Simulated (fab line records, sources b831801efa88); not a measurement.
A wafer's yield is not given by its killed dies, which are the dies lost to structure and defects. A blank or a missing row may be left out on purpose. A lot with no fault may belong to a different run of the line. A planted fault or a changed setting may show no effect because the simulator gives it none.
8D (eight disciplines) problem report, filled in by code || flow sky130 || the parts of the form that need people (team, actions taken, sign-off) are left out

## 1. WHAT IS WRONG
Mean of cathodeDcPowerW at SKY_METAL2_SPUTTER_00: 3365.2 W across 6 wafers in 2 lots; on wafers with no fault it is 3000.0 W (standard deviation 0.59). So: +99 or more standard deviations from the usual mean.
The step: material Ti, target thk 15 nm, time 10 s.
Seen first at day 37 04:22 on pvdSputter-02, wafer L448.2. The record has a number at this step for 36 wafers belonging to 12 lots. By rule, "out" or "out of limits" means more than 4 standard deviations away from the usual mean. The rest of the wafers with a number are treated as sound.

## 2. WHAT IT IS AND WHAT IT IS NOT
{"question": "which readings at this step", "is": "cathodeDcPowerW", "is not": "-"}
{"question": "which lots", "is": "L448, L449", "is not": "L442, L444, L445, L446, L447, L451, L452, L459, L460, L461"}
{"question": "which wafers of those lots", "is": "all that have a number", "is not": "-"}
{"question": "read on which tools", "is": "pvdSputter-02", "is not": "pvdSputter-01, pvdSputter-03"}
{"question": "when", "is": "from day 37 04:22", "is not": "up to then (15 sound wafers); but 15 sound wafers of L451, L452, L459, L460, L461 came after"}

## 3. WHAT RULES OUT EACH SUSPECT
Counting: a tool at a process step up to the reading stays a suspect if it ran every lot that is out and no sound lot after the first of them.
- pvdSputter-02 at SKY_METAL2_SPUTTER_00 (material Ti, target thk 15 nm, time 10 s): kept. It ran every lot that is out, first L448 (day 37 04:22), and no sound lot after that; its last sound lot up to then is L447 (day 36 19:58). Its own readings are out on those wafers: cathodeDcPowerW.
After counting, what remains is pvdSputter-02 at SKY_METAL2_SPUTTER_00.

## 4. THE CAUSE (what the simulator had put in)
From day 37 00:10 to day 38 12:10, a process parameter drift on pvdSputter-02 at SKY_METAL2_SPUTTER_00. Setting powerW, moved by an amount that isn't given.
Counting left only this tool.

## 5. SEQUENCE OF EFFECTS, ordered by route
One row per reading whose mean, taken over the struck wafers that have a number, lies over 3 standard deviations from the usual. Only readings for which the record gives a usual standard deviation are gone through. hours: the time from each lot's start at the first step in this table that gives one to its start at this step, as a median over the lots. sigmas: the change in usual standard deviations.
{"hours": 0, "step": "SKY_METAL2_SPUTTER_00", "reading": "cathodeDcPowerW", "usual": "3000.0 W", "on struck wafers": 3365.2, "change": "+365.2", "sigmas": "+99 or more"}
Its process steps:
- SKY_METAL2_SPUTTER_00: material Ti, target thk 15 nm, time 10 s.

## 6. HOW IT WOULD HAVE BEEN CAUGHT EARLIER
In this record no reading fell out of limits until day 37 04:22, 4 hours after the fault had begun at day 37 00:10.
